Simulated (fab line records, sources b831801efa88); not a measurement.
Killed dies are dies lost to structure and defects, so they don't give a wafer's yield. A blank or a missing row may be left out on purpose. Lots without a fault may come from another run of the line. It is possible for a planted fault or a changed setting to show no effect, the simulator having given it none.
Comparing a struck lot with a sound one :: flow sky130 :: 15 out of 708 route steps
Sound: these wafers, L440.2, L440.4, L440.6. Struck: wafer L459.4 (L459.3, L459.6, from the same lot, were not struck and are left out); the cause is given at the end.
Each step with rows lists, per side, the tool, then ch with its chambers, then its first start. Under that, the readings that differ: sound wafers :: struck wafers :: difference of the means :: sigmas: that difference in standard deviations of wafers without a fault.
alike: words and numbers the same on both sides, and readings whose means are apart by under 2 such deviations; not compared: readings that were withheld, readings missing a value for some wafer, numbers with overlapping values and no deviation given by the record, and bounds like >300 which may hide the same value.
Wherever a step has rows on one side only, a row that says differs or no value, or a row with sigmas, the two part there. When numbers do not overlap yet have no deviation, they are printed without sigmas and do not part them. A reading that every wafer of one side lacks parts them only if that side has two wafers or more.

first, 3 steps without rows for these wafers: SKY_CONTACT_EXPOSE_11 (exposes mask CTM1, target cd 170 nm); SKY_CONTACT_PEB_12; SKY_CONTACT_DEVELOP_13 (develop time 60 s).
SKY_CONTACT_CD_MEAS_14: target cd 170 nm.
  struck on cd-sem-01, day 37 22:41; sound on cd-sem-01, day 32 05:37
  alike: cd-nm
SKY_CONTACT_OVL_MEAS_15:
  struck on overlay-02, day 37 22:46; sound on overlay-01, day 32 05:43
  alike: CONTACT_OVL
SKY_CONTACT_ETCH_16: etches BARC in N2/H2, stops on SiO2, time 45.9 s, target depth 60 nm.
  sound on rie-diel-02 ch 0,1,3, day 32 05:44; struck on rie-diel-04 ch 0, day 37 22:47
reading: throttle-valve-pct (%)
sound: 13.232 13.229 13.231
struck: 13.207
difference: -0.024
sigmas: -3
  alike: bias-w, drypump-motor-current-A, oes-product-au
  not compared: rf-hours-counter-h
SKY_CONTACT_ETCH_17: etches SiO2 in C4F8/O2/Ar, stops on Si3N4, target depth 340 nm.
  sound on rie-diel-02 ch 0,1,3, day 32 05:47; struck on rie-diel-04 ch 0, day 37 22:50
  alike: bias-w, oes-product-au
SKY_CONTACT_ETCH_18: etches Si3N4 in CHF3/O2, stops on TiN, time 39 s, target depth 75 nm.
  sound: rie-diel-02 ch 0,1,3; struck: rie-diel-04 ch 0
  alike: bias-w, drypump-motor-current-A, oes-product-au, throttle-valve-pct
  not compared: rf-hours-counter-h
SKY_CONTACT_STRIP_19: strips in O2/N2.
  sound on plasma-asher-01 ch 0,1, day 32 05:53; struck on plasma-asher-01 ch 0, day 37 22:58
  alike: drypump-motor-current-A, oes-product-au, strip-time-to-endpoint-s
  not compared: rf-hours-counter-h
then, 3 steps without rows for these wafers: SKY_CONTACT_STRIP_20 (strips in post etch residue remover, time 1200 s); SKY_CONTACT_CLEAN_21 (cleans in IPA, time 180 s); SKY_CONTACT_CLEAN_22 (cleans in O3/DIW).
SKY_CONTACT_SPUTTER_23: material TiN, target thk 20 nm, time 80 s.
  struck on pvd-sputter-01, day 37 23:31; sound on pvd-sputter-01, day 32 06:31
reading: model.TiN_of_CONTACT_SPUTTER_23.thk-nm (nm)
sound: 19.58 19.93 20.11
struck: 22.33
difference: +2.46
sigmas: 
  alike: throttle-valve-pct
SKY_CONTACT_CVD_24: deposits W, target thk 340 nm, time 102.12 s.
  sound on cvd-w-02 ch 1, day 32 06:34; struck on cvd-w-01 ch 1, day 37 23:37
  alike: heater-power-w, susceptor-temp-C
then, 1 step without rows for these wafers: SKY_PAD_OPEN_PROBE_99.

## WHERE THEY PART
Only at SKY_CONTACT_ETCH_16, within this record. Later steps at which nothing parts them and some readings are alike: SKY_CONTACT_ETCH_17, SKY_CONTACT_ETCH_18, SKY_CONTACT_STRIP_19, SKY_CONTACT_SPUTTER_23, SKY_CONTACT_CVD_24.

WHY: whatever the simulator had introduced
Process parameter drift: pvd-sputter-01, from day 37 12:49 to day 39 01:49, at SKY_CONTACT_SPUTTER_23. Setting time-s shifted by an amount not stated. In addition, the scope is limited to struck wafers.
